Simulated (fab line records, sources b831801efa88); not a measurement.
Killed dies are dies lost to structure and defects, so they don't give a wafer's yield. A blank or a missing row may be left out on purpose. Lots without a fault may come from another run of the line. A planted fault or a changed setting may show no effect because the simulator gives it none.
fab line records | flow gf180mcu
record lots=5 wafers=15 last_day=33
route steps=602 shown M1@316 V1@335
lots that met no fault: from a run of the same line without faults
start_h: hours from the record's first day to the start of the lot's first wafer shown | wait_h: hours since the lot's step before | " the same as in the row above | L1.1+2: a row that stands for several wafers | - no value, or no start given | * or withheld: withheld | < > ~ a bound
route shown NAME@n: a module of which the file shows steps, and the number in the route of the first | usual: mean/standard deviation of fault-free wafers | same: alike in all rows | chamber/n: place in a boat | sites: the reading at each site | _std_site: their standard deviation | _edge_site: outer sites' mean less inner sites' | radius_mm: how far each site lies from the wafer's centre | mask NAME#n: copy n | behind: the tool/chamber that last shaped the wafer | hold: why the lot was held/for how many hours/how that ended | device: the transistor (n, p or np) that didn't switch | end of line: the same wafers' tests at the end of the route | a step without rows: its recipe alone | killed: dies lost to structure and defects at the first sort, not the wafer's yield | map: a wafer's dies, x killed, . not, _ none there
set.NAME: the setting as run; set.NAME@STEP: as run at that earlier step | model.NAME: the simulator's own value behind a step, which no gauge read
lots at some steps of the route; a table a step, a row a wafer
services: from which hour (start_h, from the record's first day; less than 0 if before it) a tool's chamber was out of use, for how many hours, and why
## steps
# step GF_M1_SPUTTER_01
# recipe material=TiN target_thk_nm=30 power_w=6500 time_s=25 chamber_pressure_pa=0.4
# usual throttle_valve_pct=30.0/1
# columns lot.wafer tool chamber start_h wait_h throttle_valve_pct
L074.1 pvd_sputter-03 - 360.70 0.1 31.5
L074.3 " - " " 30.6
L074.5 " - " " 31.2
L078.3 pvd_sputter-03 - 396.89 0.1 30.5
L078.4 " - " " 29.4
L078.6 " - " " 30.7
L082.1 pvd_sputter-04 - 439.90 0.1 29.7
L082.2 " - " " 28.2
L082.6 " - " " 28.5
L083.3 pvd_sputter-04 - 446.74 0.1 30.6
L083.4 " - " " 31.5
L083.6 " - " " 28.4
L091.2 pvd_sputter-02 - 514.53 0.1 30.5
L091.4 " - " " 29.5
L091.6 " - " " 29.5
# step GF_M1_SPUTTER_02
# recipe material=AlCu target_thk_nm=450 power_w=10600 time_s=23.9 chamber_pressure_pa=0.4
# usual throttle_valve_pct=30.0/1
# columns lot.wafer tool chamber start_h wait_h throttle_valve_pct
L074.1 pvd_sputter-03 - 360.73 0.0 31.6
L074.3 " - " " 30.5
L074.5 " - " " 31.1
L078.3 pvd_sputter-03 - 396.92 0.0 30.6
L078.4 " - " " 29.7
L078.6 " - " " 30.7
L082.1 pvd_sputter-04 - 439.93 0.0 30.2
L082.2 " - " " 28.6
L082.6 " - " " 28.3
L083.3 pvd_sputter-04 - 446.77 0.0 30.7
L083.4 " - " " 31.7
L083.6 " - " " 28.3
L091.2 pvd_sputter-02 - 514.56 0.0 30.8
L091.4 " - " " 29.5
L091.6 " - " " 29.3
# step GF_M1_SPUTTER_03
# recipe material=Ti target_thk_nm=10 substrate_temp_c=300 chamber_pressure_pa=0.3 power_w=3000 time_s=6.7
# usual throttle_valve_pct=30.0/1.1
# columns lot.wafer tool chamber start_h wait_h throttle_valve_pct
L074.1 pvd_sputter-03 - 360.76 0.0 31.0
L074.3 " - " " 30.8
L074.5 " - " " 31.4
L078.3 pvd_sputter-03 - 396.95 0.0 30.8
L078.4 " - " " 29.5
L078.6 " - " " 30.6
L082.1 pvd_sputter-04 - 439.96 0.0 30.1
L082.2 " - " " 28.6
L082.6 " - " " 28.3
L083.3 pvd_sputter-04 - 446.80 0.0 30.3
L083.4 " - " " 31.7
L083.6 " - " " 28.2
L091.2 pvd_sputter-02 - 514.59 0.0 30.5
L091.4 " - " " 29.4
L091.6 " - " " 29.5
# step GF_M1_SPUTTER_04
# recipe material=TiN target_thk_nm=50 power_w=6500 time_s=41.7 chamber_pressure_pa=0.4
# usual throttle_valve_pct=30.0/1
# columns lot.wafer tool chamber start_h wait_h throttle_valve_pct
L074.1 pvd_sputter-03 - 360.78 0.0 31.6
L074.3 " - " " 30.5
L074.5 " - " " 31.5
L078.3 pvd_sputter-03 - 396.97 0.0 30.6
L078.4 " - " " 29.6
L078.6 " - " " 30.6
L082.1 pvd_sputter-04 - 439.98 0.0 29.9
L082.2 " - " " 28.4
L082.6 " - " " 28.3
L083.3 pvd_sputter-04 - 446.82 0.0 30.4
L083.4 " - " " 31.9
L083.6 " - " " 28.3
L091.2 pvd_sputter-02 - 514.61 0.0 30.7
L091.4 " - " " 29.5
L091.6 " - " " 29.5
# step GF_M1_RS_MEAS_05
# recipe thk_meas_gauge=four-point-probe reads=TiN_of_M1_SPUTTER_04+Ti_of_M1_SPUTTER_03+AlCu_of_M1_SPUTTER_02+TiN_of_M1_SPUTTER_01+Ti_of_M1_SPUTTER_00
# usual M1_ALCU_RS=0.0698/0.00092
# columns lot.wafer tool chamber start_h wait_h M1_ALCU_RS[ohm/sq]
L074.1 film_metro-02 - 360.82 0.0 0.0703
L074.3 " - " " 0.0711
L074.5 " - " " 0.0709
L078.3 film_metro-04 - 397.05 0.1 0.0694
L078.4 " - " " 0.0705
L078.6 " - " " 0.0699
L082.1 film_metro-03 - 440.02 0.0 0.0701
L082.2 " - " " 0.0700
L082.6 " - " " 0.0704
L083.3 film_metro-03 - 446.90 0.1 0.0709
L083.4 " - " " 0.0695
L083.6 " - " " 0.0699
L091.2 film_metro-03 - 514.67 0.0 0.0702
L091.4 " - " " 0.0696
L091.6 " - " " 0.0696
# step GF_M1_THK_MEAS_06
# recipe thk_meas_gauge=xrf reads=AlCu_of_M1_SPUTTER_02
# usual M1_ALCU_THK=448/6.4
# columns lot.wafer tool chamber start_h wait_h M1_ALCU_THK[nm]
L074.1 film_metro-02 - 360.94 0.1 441
L074.3 " - " " 438
L074.5 " - " " 439
L078.3 film_metro-04 - 397.15 0.1 451
L078.4 " - " " 442
L078.6 " - " " 445
L082.1 film_metro-03 - 440.14 0.1 452
L082.2 " - " " 451
L082.6 " - " " 450
L083.3 film_metro-03 - 447.00 0.1 444
L083.4 " - " " 452
L083.6 " - " " 450
L091.2 film_metro-03 - 514.78 0.1 450
L091.4 " - " " 450
L091.6 " - " " 451
# step GF_M1_DEHYDRATE_07
# recipe temp_c=200 time_s=60
# usual plate_temp_C=200.01/0.16 resist_line_temp_C=22.97/0.11
# columns lot.wafer tool chamber start_h wait_h plate_temp_C resist_line_temp_C
L074.1 litho_track-04 0 371.64 10.7 200.00 23.05
L074.3 " 0 " " 200.02 23.10
L074.5 " 0 " " 200.21 23.01
L078.3 litho_track-01 0 408.05 10.9 200.30 22.90
L078.4 " 0 " " 199.94 23.01
L078.6 " 0 " " 200.17 23.00
L082.1 litho_track-04 0 452.09 11.9 200.01 23.08
L082.2 " 0 " " 199.92 22.77
L082.6 " 0 " " 199.79 23.06
L083.3 litho_track-01 0 458.35 11.3 200.23 22.97
L083.4 " 0 " " 200.04 22.98
L083.6 " 0 " " 200.09 22.93
L091.2 litho_track-02 0 525.63 10.8 199.86 23.01
L091.4 " 0 " " 199.71 23.03
L091.6 " 0 " " 199.79 23.20
# step GF_M1_HMDS_08
# recipe prime_time_s=60 prime_temp_c=120
# usual prime_temp_c=119.99/0.15 resist_line_temp_C=23.00/0.11
# columns lot.wafer tool chamber start_h wait_h prime_temp_c resist_line_temp_C
L074.1 litho_track-04 0 371.79 0.1 119.90 22.93
L074.3 " 0 " " 119.94 23.18
L074.5 " 0 " " 119.90 23.09
L078.3 litho_track-01 0 408.20 0.1 119.87 23.01
L078.4 " 0 " " 119.87 22.88
L078.6 " 0 " " 119.98 23.16
L082.1 litho_track-04 0 452.24 0.1 119.98 22.87
L082.2 " 0 " " 120.11 22.86
L082.6 " 0 " " 120.16 23.03
L083.3 litho_track-01 0 458.50 0.1 119.70 23.06
L083.4 " 0 " " 119.82 22.88
L083.6 " 0 " " 119.74 22.97
L091.2 litho_track-02 0 525.78 0.1 119.91 23.02
L091.4 " 0 " " 120.28 22.74
L091.6 " 0 " " 119.80 22.93
# step GF_M1_COAT_09
# recipe resist=KrF spin_rpm=withheld resist_thk_nm=1000
# usual resist_line_temp_C=23.00/0.13
# columns lot.wafer tool chamber start_h wait_h resist_line_temp_C
L074.1 litho_track-04 0 371.94 0.1 23.24
L074.3 " 0 " " 23.17
L074.5 " 0 " " 23.20
L078.3 litho_track-01 0 408.35 0.1 22.95
L078.4 " 0 " " 22.94
L078.6 " 0 " " 22.93
L082.1 litho_track-04 0 452.39 0.1 23.26
L082.2 " 0 " " 22.95
L082.6 " 0 " " 22.86
L083.3 litho_track-01 0 458.65 0.1 22.93
L083.4 " 0 " " 22.99
L083.6 " 0 " " 23.01
L091.2 litho_track-02 0 525.93 0.1 23.38
L091.4 " 0 " " 23.07
L091.6 " 0 " " 23.28
# step GF_M1_SOFTBAKE_10
# recipe temp_c=130 time_s=60 resist=KrF
# usual plate_temp_C=130.01/0.14 resist_line_temp_C=22.99/0.12
# columns lot.wafer tool chamber start_h wait_h plate_temp_C resist_line_temp_C
L074.1 litho_track-04 0 372.09 0.1 130.07 23.05
L074.3 " 0 " " 129.85 22.98
L074.5 " 0 " " 129.74 23.06
L078.3 litho_track-01 0 408.50 0.1 130.22 23.29
L078.4 " 0 " " 130.18 23.01
L078.6 " 0 " " 130.06 23.01
L082.1 litho_track-04 0 452.54 0.1 129.84 23.08
L082.2 " 0 " " 129.99 22.99
L082.6 " 0 " " 129.87 23.07
L083.3 litho_track-01 0 458.80 0.1 129.96 23.00
L083.4 " 0 " " 130.00 23.07
L083.6 " 0 " " 130.04 23.06
L091.2 litho_track-02 0 526.08 0.1 129.80 23.11
L091.4 " 0 " " 129.81 23.05
L091.6 " 0 " " 129.83 23.19
# step GF_M1_EXPOSE_11
# recipe mask_id=Metal1 target_cd_nm=230 na=0.68 source_shape=conventional sigma_outer=0.6 dose_mj=28
# usual focus_offset_nm=0.0/0.5
# columns lot.wafer tool chamber start_h wait_h mask focus_offset_nm
L074.1 krf_scanner-02 0 - - Metal1#0 -0.7
L074.3 " 0 " " Metal1#0 -0.5
L074.5 " 0 " " Metal1#0 0.4
L078.3 krf_scanner-01 0 - - Metal1#0 0.1
L078.4 " 0 " " Metal1#0 0.3
L078.6 " 0 " " Metal1#0 0.2
L082.1 krf_scanner-02 0 - - Metal1#0 0.0
L082.2 " 0 " " Metal1#0 0.6
L082.6 " 0 " " Metal1#0 0.0
L083.3 krf_scanner-01 0 - - Metal1#0 0.2
L083.4 " 0 " " Metal1#0 0.0
L083.6 " 0 " " Metal1#0 -0.5
L091.2 krf_scanner-02 0 - - Metal1#0 -1.5
L091.4 " 0 " " Metal1#0 -0.4
L091.6 " 0 " " Metal1#0 -0.3
# step GF_M1_PEB_12
# recipe peb_temp_c=135 peb_time_s=90 resist=KrF
# usual plate_temp_C=135.00/0.13 resist_line_temp_C=23.00/0.11
# columns lot.wafer tool chamber start_h wait_h plate_temp_C resist_line_temp_C
L074.1 litho_track-01 0 - - 135.03 23.01
L074.3 " 0 " " 135.05 22.91
L074.5 " 0 " " 135.07 22.98
L078.3 litho_track-02 0 - - 134.87 22.92
L078.4 " 0 " " 135.00 22.95
L078.6 " 0 " " 135.11 22.97
L082.1 litho_track-01 0 - - 134.74 23.13
L082.2 " 0 " " 135.00 23.04
L082.6 " 0 " " 135.03 22.98
L083.3 litho_track-02 0 - - 135.24 23.16
L083.4 " 0 " " 135.02 23.18
L083.6 " 0 " " 135.14 23.12
L091.2 litho_track-02 0 - - 135.13 22.92
L091.4 " 0 " " 135.07 22.95
L091.6 " 0 " " 135.14 22.97
# step GF_M1_DEVELOP_13
# recipe develop_time_s=60 dev_temp_c=21
# usual resist_line_temp_C=22.99/0.096
# columns lot.wafer tool chamber start_h wait_h resist_line_temp_C
L074.1 litho_track-01 0 383.50 0.2 23.11
L074.3 " 0 " " 22.99
L074.5 " 0 " " 23.09
L078.3 litho_track-02 0 420.41 0.1 23.15
L078.4 " 0 " " 23.01
L078.6 " 0 " " 23.17
L082.1 litho_track-01 0 464.20 0.2 22.84
L082.2 " 0 " " 22.94
L082.6 " 0 " " 22.81
L083.3 litho_track-02 0 470.46 0.1 23.10
L083.4 " 0 " " 22.98
L083.6 " 0 " " 23.05
L091.2 litho_track-02 0 537.23 0.2 23.07
L091.4 " 0 " " 22.89
L091.6 " 0 " " 23.08
# step GF_M1_CD_MEAS_14
# recipe target_cd_nm=230
# usual cd_nm=230.4/1
# columns lot.wafer tool chamber start_h wait_h cd_nm
L074.1 cd_sem-02 - 383.65 0.1 231.2
L074.3 " - " " 231.0
L074.5 " - " " 229.6
L078.3 cd_sem-01 - 420.55 0.1 231.8
L078.4 " - " " 231.5
L078.6 " - " " 230.8
L082.1 cd_sem-01 - 464.35 0.1 229.6
L082.2 " - " " 231.3
L082.6 " - " " 232.0
L083.3 cd_sem-01 - 470.60 0.1 229.8
L083.4 " - " " 230.1
L083.6 " - " " 230.0
L091.2 cd_sem-01 - 537.38 0.1 231.1
L091.4 " - " " 230.0
L091.6 " - " " 231.3
# step GF_M1_OVL_MEAS_15
# usual M1_OVL=-2/5
# columns lot.wafer tool chamber start_h wait_h M1_OVL[nm]
L074.1 overlay-01 - 383.77 0.1 0
L074.3 " - " " 3
L074.5 " - " " 4
L078.3 overlay-02 - 420.64 0.1 -7
L078.4 " - " " -7
L078.6 " - " " -4
L082.1 overlay-01 - 464.47 0.1 3
L082.2 " - " " 1
L082.6 " - " " 6
L083.3 overlay-02 - 470.69 0.1 -1
L083.4 " - " " -8
L083.6 " - " " -3
L091.2 overlay-02 - 537.48 0.1 -8
L091.4 " - " " -1
L091.6 " - " " -6
# step GF_M1_METAL_ETCH_16
# recipe chemistry=Cl2/BCl3 mask_material=KrF target_depth_nm=627.5 stop_on=SiO2 pressure_mtorr=8 icp_w=800 bias_w=140 Cl2_flow_sccm=80 bcl3_flow_sccm=40 time_s=104.6
# usual drypump_motor_current_A=5.20/0.29 oes_product_au=0.969/0.0076 throttle_valve_pct=28.254/0.012
# columns lot.wafer tool chamber start_h wait_h drypump_motor_current_A oes_product_au rf_hours_counter_h throttle_valve_pct
L074.1 rie_metal-03 0 383.81 0.0 5.65 0.963 7 28.251
L074.3 " 1 " " 4.85 0.965 - 28.262
L074.5 " 0 " " 5.65 0.962 - 28.268
L078.3 rie_metal-03 0 420.70 0.1 5.67 0.964 - 28.253
L078.4 " 1 " " 4.91 0.965 - 28.259
L078.6 " 0 " " 5.69 0.968 - 28.261
L082.1 rie_metal-03 1 464.51 0.0 4.93 0.974 0 28.266
L082.2 " 0 " " 5.65 0.967 9 28.267
L082.6 " 0 " " 5.66 0.958 - 28.272
L083.3 rie_metal-03 0 470.75 0.1 5.63 0.956 - 28.277
L083.4 " 1 " " 4.86 0.971 - 28.253
L083.6 " 1 " " 4.86 0.965 - 28.261
L091.2 rie_metal-03 1 537.51 0.0 4.85 0.969 2 28.247
L091.4 " 1 " " 4.82 0.971 - 28.240
L091.6 " 0 " " 5.68 0.965 - 28.249
# step GF_M1_STRIP_17
# recipe chemistry=O2/N2 power_w=1400 pressure_mtorr=1500 platen_temp_c=250 o2_flow_sccm=3000 n2_flow_sccm=300 overash_fraction=0.5
# usual drypump_motor_current_A=5.6/0.45 heater_power_w=329/28 oes_product_au=0.559/0.005 strip_time_to_endpoint_s=7.89/0.055
# columns lot.wafer tool chamber start_h wait_h drypump_motor_current_A heater_power_w oes_product_au rf_hours_counter_h strip_time_to_endpoint_s
L074.1 plasma_asher-03 0 383.92 0.1 6.4 322 0.560 60 7.94
L074.3 " 0 " " 6.4 327 0.563 - 7.90
L074.5 " 1 " " 5.2 290 0.558 - 7.93
L078.3 plasma_asher-01 0 420.81 0.1 5.6 331 0.565 - 7.98
L078.4 " 1 " " 5.8 354 0.559 - 7.94
L078.6 " 0 " " 5.6 338 0.560 - 7.99
L082.1 plasma_asher-03 1 464.62 0.1 5.2 288 0.562 69 7.96
L082.2 " 0 " " 6.4 326 0.560 69 7.93
L082.6 " 0 " " 6.4 332 0.557 - 7.95
L083.3 plasma_asher-03 0 470.86 0.1 6.4 328 0.565 - 7.97
L083.4 " 1 " " 5.2 288 0.563 - 7.95
L083.6 " 0 " " 6.4 324 0.560 - 7.92
L091.2 plasma_asher-01 1 537.62 0.1 5.8 350 0.554 12 7.89
L091.4 " 1 " " 5.9 334 0.566 - 7.94
L091.6 " 0 " " 5.6 336 0.566 - 7.88
# step GF_M1_STRIP_18
# recipe chemistry=post_etch_residue_remover time_s=1200 temp_c=72.5
# columns lot.wafer tool chamber start_h wait_h
L074.1+3+5 wet_bench-03 0 384.02 0.1
L078.3+4+6 wet_bench-01 3 420.88 0.0
L082.1+2+6 wet_bench-01 2 464.72 0.1
L083.3+4+6 wet_bench-01 2 470.92 0.0
L091.2+4+6 wet_bench-01 0 537.72 0.1
# step GF_M1_CLEAN_19
# recipe chemistry=DIW dry=n2_spin
# columns lot.wafer tool chamber start_h wait_h
L074.1+3+5 wet_bench-03 2 384.36 0.0
L078.3+4+6 wet_bench-04 0 421.22 0.0
L082.1+2+6 wet_bench-03 2 465.06 0.0
L083.3+4+6 wet_bench-03 2 471.27 0.0
L091.2+4+6 wet_bench-04 2 538.07 0.0
# step GF_V1_CVD_00
# recipe material=SiO2 target_thk_nm=600 sigma_open_frac=0.3 temp_c=400 time_s=100 sih4_flow_sccm=60 pressure_mtorr=6
# columns lot.wafer tool chamber start_h wait_h
L074.1+3+5 hdpcvd-01 1,2,0 384.46 0.0
L078.3+4+6 hdpcvd-01 1,1,2 421.31 0.0
L082.1+2+6 hdpcvd-01 0,1,0 465.16 0.0
L083.3+4+6 hdpcvd-02 0,2,1 471.36 0.0
L091.2+4+6 hdpcvd-01 2,2,0 538.16 0.0
# step GF_V1_THK_MEAS_01
# recipe reads=SiO2_of_V1_CVD_00
# usual V1_CVD_00_THK=599/6.8
# columns lot.wafer tool chamber start_h wait_h V1_CVD_00_THK[nm]
L074.1 film_metro-02 - 384.53 0.0 598
L074.3 " - " " 607
L074.5 " - " " 605
L078.3 film_metro-02 - 421.40 0.1 591
L078.4 " - " " 589
L078.6 " - " " 602
L082.1 film_metro-03 - 465.23 0.0 605
L082.2 " - " " 595
L082.6 " - " " 612
L083.3 film_metro-02 - 471.45 0.1 614
L083.4 " - " " 599
L083.6 " - " " 597
L091.2 film_metro-01 - 538.24 0.0 589
L091.4 " - " " 593
L091.6 " - " " 600
# step GF_V1_CVD_02
# recipe material=SiO2 target_thk_nm=850 precursor=TEOS temp_c=400 time_s=94.851 rf_w=600
# usual heater_power_w=670/87
# columns lot.wafer tool chamber start_h wait_h heater_power_w since_wet_clean_h
L074.1 pecvd-01 1 384.59 0.1 733 626
L074.3 " 0 " " 605 -
L074.5 " 1 " " 622 -
L078.3 pecvd-01 2 421.44 0.0 608 663
L078.4 " 0 " " 705 -
L078.6 " 1 " " 776 -
L082.1 pecvd-02 1 465.29 0.1 586 499
L082.2 " 0 " " 582 499
L082.6 " 1 " " 646 -
L083.3 pecvd-02 2 471.49 0.0 575 505
L083.4 " 0 " " 642 -
L083.6 " 2 " " 610 -
L091.2 pecvd-04 1 538.29 0.0 576 155
L091.4 " 2 " " 856 -
L091.6 " 0 " " 615 -
# step GF_V1_THK_MEAS_03
# recipe reads=SiO2_of_V1_CVD_02
# usual V1_CVD_02_THK=847/13
# columns lot.wafer tool chamber start_h wait_h V1_CVD_02_THK[nm]
L074.1 film_metro-01 - 384.69 0.1 844
L074.3 " - " " 862
L074.5 " - " " 855
L078.3 film_metro-01 - 421.53 0.1 824
L078.4 " - " " 835
L078.6 " - " " 851
L082.1 film_metro-03 - 465.36 0.0 839
L082.2 " - " " 849
L082.6 " - " " 858
L083.3 film_metro-02 - 471.58 0.1 858
L083.4 " - " " 880
L083.6 " - " " 863
L091.2 film_metro-02 - 538.37 0.0 838
L091.4 " - " " 851
L091.6 " - " " 851
# step GF_V1_CMP_04
# recipe material=SiO2 down_force_psi=4 platen_rpm=60 pad_velocity_m_s=0.94248
# usual head_pressure_psi=4.000/0.0081 motor_current_A=12.5/1.2 time_to_endpoint_s=80/6.2
# columns lot.wafer tool chamber start_h wait_h head_pressure_psi motor_current_A time_to_endpoint_s
L074.1 cmp-01 3 384.80 0.1 4.005 11.1 86
L074.3 " 0 " " 3.996 11.8 88
L074.5 " 2 " " 3.996 11.3 81
L078.4 cmp-02 0 421.62 0.1 4.001 12.7 74
L078.3 " 2 " " 4.000 12.1 69
L078.6 " 3 " " 4.004 15.1 89
L082.1 cmp-01 1 465.47 0.1 3.999 12.4 69
L082.2 " 3 " " 4.007 11.8 79
L082.6 " 0 " " 3.987 11.9 81
L083.4 cmp-02 3 471.62 0.0 3.994 14.4 100
L083.3 " 2 " " 3.993 12.2 85
L083.6 " 0 " " 4.007 12.1 88
L091.2 cmp-01 2 538.47 0.1 4.003 11.1 70
L091.4 " 3 " " 3.999 11.5 82
L091.6 " 2 " " 4.014 11.2 76
# step GF_V1_BOW_MEAS_05
# recipe mode=bow
# usual V1_BOW=83/8.3
# columns lot.wafer tool chamber start_h wait_h V1_BOW[um]
L074.1 film_metro-02 - 385.05 0.2 93
L074.3 " - " " 101
L074.5 " - " " 95
L078.3 film_metro-03 - 421.91 0.1 77
L078.4 " - " " 82
L078.6 " - " " 81
L082.1 film_metro-01 - 465.72 0.2 65
L082.2 " - " " 68
L082.6 " - " " 79
L083.3 film_metro-02 - 471.96 0.1 77
L083.4 " - " " 86
L083.6 " - " " 63
L091.2 film_metro-02 - 538.74 0.2 75
L091.4 " - " " 78
L091.6 " - " " 91
# step GF_V1_DEHYDRATE_06
# recipe temp_c=200 time_s=60
# usual plate_temp_C=200.01/0.17 resist_line_temp_C=23.03/0.089
# columns lot.wafer tool chamber start_h wait_h plate_temp_C resist_line_temp_C
L074.1 litho_track-01 0 396.30 11.2 200.10 23.03
L074.3 " 0 " " 200.03 23.10
L074.5 " 0 " " 200.15 23.08
L078.3 litho_track-03 0 433.40 11.5 200.08 22.93
L078.4 " 0 " " 200.10 23.01
L078.6 " 0 " " 200.03 23.00
L082.1 litho_track-03 0 476.90 11.2 199.71 23.18
L082.2 " 0 " " 199.69 23.12
L082.6 " 0 " " 199.93 23.03
L083.3 litho_track-03 0 483.90 11.9 199.97 23.02
L083.4 " 0 " " 200.08 23.22
L083.6 " 0 " " 199.99 23.13
L091.2 litho_track-02 0 549.13 10.4 200.26 22.86
L091.4 " 0 " " 199.89 23.05
L091.6 " 0 " " 200.17 23.02
## services
# columns tool chamber start_h hours kind
plasma_asher-01 - 338.43 3.3 repair
krf_scanner-02 - 340.88 3.6 pm
plasma_asher-03 - 344.01 4.4 repair
cmp-01 - 352.57 6.8 pm
krf_scanner-02 - 356.17 0.3 repair
krf_scanner-02 - 365.73 1.3 pm
cmp-02 - 370.22 3.2 repair
pecvd-01 2 378.72 8.7 repair
cmp-02 - 384.74 1.3 repair
krf_scanner-02 - 390.92 4.0 pm
cmp-01 - 410.53 4.0 pm
cmp-01 - 418.77 0.4 repair
krf_scanner-02 - 435.08 0.8 pm
hdpcvd-01 - 448.24 3.4 repair
krf_scanner-02 - 449.52 1.0 pm
krf_scanner-02 - 465.41 0.6 repair
pvd_sputter-03 - 474.38 5.7 repair
cmp-01 - 478.38 0.2 repair
cmp-01 - 481.09 0.7 repair
krf_scanner-02 - 484.63 4.4 pm
krf_scanner-02 - 541.63 1.3 pm
cmp-01 - 546.60 1.9 repair
pvd_sputter-02 - 546.71 1.0 repair
pvd_sputter-04 - 548.40 0.5 repair
## key
fault none
